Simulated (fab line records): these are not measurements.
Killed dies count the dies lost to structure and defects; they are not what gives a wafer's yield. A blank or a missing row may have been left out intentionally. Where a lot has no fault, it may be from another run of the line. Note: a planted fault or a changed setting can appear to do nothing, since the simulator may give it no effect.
One fault seen from 2 desks | flow sky130 | every desk sees just its own numbers, and what lay behind them comes last

## TOOL OWNER'S DESK, pecvd-01
The tool's own readings at SKY_PASSIVATION_CVD_00 (deposits SiO2, target thk 90 nm): means of the sampled wafers that have a number, for each lot that ran on this tool. Any lot whose mean is over 4 standard deviations away from the usual mean is out of limits and marked OUT; that distance is given in the brackets.
Columns: A = heater-power-outer-w at SKY_PASSIVATION_CVD_00, usual 360 W; B = heater-power-w at SKY_PASSIVATION_CVD_00, usual 634 W
lot  | first seen here | A   | B
L821 | day 45 00:32    | 426 | 696
L832 | day 47 22:44    | 398 | 678
Result from this desk: across the 2 lots, nothing is out of limits.

## METROLOGY DESK
Lot by lot, what the gauges showed, no matter which tool ran the lot: averages of those sampled wafers that carry a number. Any lot whose mean is over 4 standard deviations away from the usual mean is out of limits and marked OUT; that distance is given in the brackets.
Columns: A = PASSIVATION_CVD_00_THK at SKY_PASSIVATION_THK_MEAS_01, usual 90.0 nm; B = PASSIVATION_CVD_02_THK at SKY_PASSIVATION_THK_MEAS_03, usual 541 nm; C = PAD_OPEN_BOW at SKY_PAD_OPEN_BOW_MEAS_13, usual 49 um
lot  | first seen here | A    | B   | C
L821 | day 45 00:34    | 88.6 | 535 | 61
L832 | day 47 22:47    | 89.9 | 544 | 46
L836 | day 48 14:29    | 90.9 | 545 | 56
L839 | day 49 06:37    | 89.0 | 536 | 44
L840 | day 49 21:41    | 89.9 | 540 | 47
Result from this desk: across the 5 lots, nothing is out of limits.

## PUT TOGETHER
The tool owner's desk saw nothing out of limits.
From the metrology desk's view, nothing was out of limits.

## WHAT THE SIMULATOR HAD PUT IN
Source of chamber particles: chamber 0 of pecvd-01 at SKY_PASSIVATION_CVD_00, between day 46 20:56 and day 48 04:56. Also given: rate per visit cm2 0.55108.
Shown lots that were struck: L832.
